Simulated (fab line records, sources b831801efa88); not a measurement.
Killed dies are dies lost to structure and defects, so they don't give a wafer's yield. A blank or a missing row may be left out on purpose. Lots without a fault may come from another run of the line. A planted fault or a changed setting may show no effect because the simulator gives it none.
Which tool did it? | flow sky130 | 10 lots, 30 wafers sampled, at 6 steps of a route of 708

WHAT THE GAUGES READ, wafer by wafer
SKY_LDD_N_TW_MEAS_17. Usual: LDD_N_TW 2608, standard deviation 14.
lot  | measured     | on            | LDD_N_TW       | flag
L227 | day 17 19:48 | film_metro-01 | 2618 2616 2631 |
L228 | day 18 10:10 | film_metro-03 | 2605 2632 2609 |
L229 | day 18 21:12 | film_metro-03 | 2610 2631 2610 |
L230 | day 19 03:49 | film_metro-04 | 2606 2608 2606 |
L231 | day 19 14:26 | film_metro-03 | 2618 2613 2626 |
L232 | day 20 00:58 | film_metro-03 | 2602 2588 2587 |
L235 | day 21 02:54 | film_metro-04 | 2491 2492 2483 | OFF
L236 | day 21 09:33 | film_metro-01 | 2511 2508 2514 | OFF
L237 | day 21 20:17 | film_metro-04 | 2482 2493 2483 | OFF
L238 | day 22 05:17 | film_metro-01 | 2505 2521 2514 | OFF

SKY_LDD_P_OVL_MEAS_08. Usual: LDD_P_OVL -0.5 nm, standard deviation 1.4.
lot  | measured     | on         | LDD_P_OVL (nm) | flag
L227 | day 19 01:59 | overlay-02 | -0.8 -4.0 -1.4 |
L228 | day 19 17:09 | overlay-02 | 0.2 -0.7 -0.2  |
L229 | day 20 04:11 | overlay-01 | 2.3 2.0 2.2    |
L230 | day 20 10:46 | overlay-02 | -1.0 -2.4 -1.5 |
L231 | day 20 20:44 | overlay-01 | 0.1 -1.4 -1.3  |
L232 | day 21 07:30 | overlay-01 | -1.8 -0.7 -0.4 |
L235 | day 22 10:23 | overlay-02 | 1.1 -0.2 -0.9  |
L236 | day 22 16:14 | overlay-02 | -2.3 -1.1 -0.6 |
L237 | day 23 03:26 | overlay-02 | -2.5 -3.4 -3.0 |
L238 | day 23 12:29 | overlay-02 | 0.3 0.2 0.9    |

SKY_LDD_HVP_TW_MEAS_10. Usual: LDD_HVP_TW 459.1, standard deviation 2.7.
lot  | measured     | on            | LDD_HVP_TW        | flag
L227 | day 21 16:21 | film_metro-03 | 458.7 460.4 459.1 |
L228 | day 22 07:38 | film_metro-04 | 460.1 460.5 461.5 |
L229 | day 22 19:12 | film_metro-04 | 459.2 459.5 458.8 |
L230 | day 23 01:38 | film_metro-04 | 458.7 457.7 456.3 |
L231 | day 23 11:28 | film_metro-02 | 454.5 455.2 457.6 |
L232 | day 23 22:54 | film_metro-04 | 458.6 458.7 458.3 |
L235 | day 25 04:45 | film_metro-02 | 466.0 463.6 461.0 |
L236 | day 25 05:15 | film_metro-04 | 458.5 459.7 459.6 |
L237 | day 25 12:49 | film_metro-02 | 462.1 461.9 466.1 |
L238 | day 26 00:42 | film_metro-04 | 458.8 458.2 460.0 |

WHICH TOOL RAN EACH LOT (tool, then ch and the chambers of the sampled wafers, then the start)
lot  | SKY_POLY_GATE_ETCH_17            | SKY_LDD_N_IMPLANT_10            | SKY_LDD_N_STRIP_16
L227 | rie_si-01 ch 0,1,2, day 16 10:46 | implanter-04 ch 0, day 17 18:48 | plasma_asher-03 ch 0,1, day 17 19:42
L228 | rie_si-01 ch 0,1, day 17 00:25   | implanter-04 ch 0, day 18 09:11 | plasma_asher-03 ch 0,1, day 18 10:04
L229 | rie_si-02 ch 0,1,3, day 17 11:50 | implanter-02 ch 0, day 18 20:12 | plasma_asher-04 ch 0,1, day 18 21:06
L230 | rie_si-02 ch 2,3, day 17 18:22   | implanter-04 ch 0, day 19 02:52 | plasma_asher-04 ch 0,1, day 19 03:43
L231 | rie_si-01 ch 0,2,3, day 18 03:50 | implanter-04 ch 0, day 19 13:26 | plasma_asher-04 ch 0,1, day 19 14:20
L232 | rie_si-02 ch 1,3, day 18 15:25   | implanter-02 ch 0, day 19 23:59 | plasma_asher-02 ch 0,1, day 20 00:51
L235 | rie_si-02 ch 1,3, day 19 17:42   | implanter-02 ch 0, day 21 01:55 | plasma_asher-04 ch 0,1, day 21 02:47
L236 | rie_si-01 ch 1,3, day 20 00:43   | implanter-04 ch 0, day 21 08:33 | plasma_asher-03 ch 0,1, day 21 09:27
L237 | rie_si-02 ch 1,3, day 20 09:36   | implanter-01 ch 0, day 21 19:17 | plasma_asher-04 ch 0,1, day 21 20:11
L238 | rie_si-01 ch 1,3, day 20 19:24   | implanter-04 ch 0, day 22 04:17 | plasma_asher-02 ch 0,1, day 22 05:11
- SKY_POLY_GATE_ETCH_17: etches poly-Si in HBr/Cl2, stops on SiO2, target depth 180 nm, time 70.5 s.
- SKY_LDD_N_IMPLANT_10
- SKY_LDD_N_STRIP_16: strips in O2/N2.

WHAT THE TOOLS THEMSELVES READ (means of the sampled wafers that have a number; where no wafer has one, the mark that the record gives instead)
SKY_POLY_GATE_ETCH_17. Usual: bias_w 100.0 W, standard deviation 0.3; chamber_pressure_mTorr 10.000 mTorr, standard deviation 0.009; drypump_motor_current_A 5.9 A, standard deviation 0.55; oes_product_au 0.986 a.u., standard deviation 0.0084; throttle_valve_pct 33.684 %, standard deviation 0.0093.
lot  | tool      | bias_w (W) | chamber_pressure_mTorr (mTorr) | drypump_motor_current_A (A) | oes_product_au (a.u.) | throttle_valve_pct (%) | flag
L227 | rie_si-01 | 99.9       | 9.990                          | 5.9                         | 0.992                 | 33.685                 |
L228 | rie_si-01 | 99.9       | 9.990                          | 5.4                         | 0.990                 | 33.690                 |
L229 | rie_si-02 | 100.4      | 9.996                          | 5.8                         | 0.995                 | 33.692                 |
L230 | rie_si-02 | 100.2      | 9.999                          | 5.7                         | 0.986                 | 33.682                 |
L231 | rie_si-01 | 100.1      | 9.997                          | 6.2                         | 0.971                 | 33.689                 |
L232 | rie_si-02 | 100.1      | 9.999                          | 5.8                         | 0.978                 | 33.686                 |
L235 | rie_si-02 | 99.7       | 10.006                         | 5.7                         | 0.988                 | 33.688                 |
L236 | rie_si-01 | 100.0      | 9.999                          | 5.1                         | 0.990                 | 33.677                 |
L237 | rie_si-02 | 99.9       | 10.005                         | 5.7                         | 0.979                 | 33.681                 |
L238 | rie_si-01 | 100.2      | 9.992                          | 5.5                         | 0.986                 | 33.686                 |

SKY_LDD_N_IMPLANT_10. Usual: end_station_pressure_torr 5.35e-06 Torr, standard deviation 2.8e-07.
lot  | tool         | end_station_pressure_torr (Torr) | flag
L227 | implanter-04 | 5.23e-06                         |
L228 | implanter-04 | 5.48e-06                         |
L229 | implanter-02 | 5.18e-06                         |
L230 | implanter-04 | 5.34e-06                         |
L231 | implanter-04 | 5.55e-06                         |
L232 | implanter-02 | 5.04e-06                         |
L235 | implanter-02 | 5.37e-06                         |
L236 | implanter-04 | 5.34e-06                         |
L237 | implanter-01 | 5.42e-06                         |
L238 | implanter-04 | 5.39e-06                         |

SKY_LDD_N_STRIP_16. Usual: chamber_pressure_mTorr 1500.0 mTorr, standard deviation 1.3; drypump_motor_current_A 5.4 A, standard deviation 0.32; oes_product_au 0.407 a.u., standard deviation 0.0042; strip_time_to_endpoint_s 4.338 s, standard deviation 0.013.
lot  | tool            | chamber_pressure_mTorr (mTorr) | drypump_motor_current_A (A) | oes_product_au (a.u.) | strip_time_to_endpoint_s (s) | flag
L227 | plasma_asher-03 | 1500.0                         | 5.4                         | 0.406                 | 4.343                        |
L228 | plasma_asher-03 | 1500.8                         | 5.3                         | 0.408                 | 4.336                        |
L229 | plasma_asher-04 | 1500.5                         | 5.2                         | 0.410                 | 4.335                        |
L230 | plasma_asher-04 | 1500.4                         | 5.2                         | 0.407                 | 4.346                        |
L231 | plasma_asher-04 | 1499.9                         | 5.3                         | 0.408                 | 4.348                        |
L232 | plasma_asher-02 | 1500.0                         | 5.9                         | 0.402                 | 4.364                        |
L235 | plasma_asher-04 | 1500.0                         | 5.2                         | 0.411                 | 4.296                        | OFF
L236 | plasma_asher-03 | 1501.0                         | 5.4                         | 0.411                 | 4.294                        | OFF
L237 | plasma_asher-04 | 1500.2                         | 5.2                         | 0.404                 | 4.297                        | OFF
L238 | plasma_asher-02 | 1500.1                         | 5.6                         | 0.408                 | 4.280                        | OFF

THE ANSWER, worked out from the rows above alone
Rule: a lot is off if the mean of its wafers that have a number lies more than 3 standard deviations from the usual mean. A lot without any number at a reading at which 4 lots or more have one is off too. The other lots that the step has rows for count as sound. The gauges are gone through in route order, then the tools' own readings, and for those a lot's mean is taken as printed above. The first step at which some lot is off is used, and at that step the reading that is off furthest; a lot without a number counts as furthest.
Off: L235, L236, L237, L238, at SKY_LDD_N_TW_MEAS_17 (LDD_N_TW).
A tool fits if, at a process step before that reading, it ran every lot that is off, and no sound lot after the first of them. The gauges at SKY_LDD_N_TW_MEAS_17 aren't tried: what is off there is off at SKY_LDD_N_STRIP_16 too, on other tools, and a gauge's error can't cause that. None of those tried fits.

WHAT THE SIMULATOR HAD PUT IN
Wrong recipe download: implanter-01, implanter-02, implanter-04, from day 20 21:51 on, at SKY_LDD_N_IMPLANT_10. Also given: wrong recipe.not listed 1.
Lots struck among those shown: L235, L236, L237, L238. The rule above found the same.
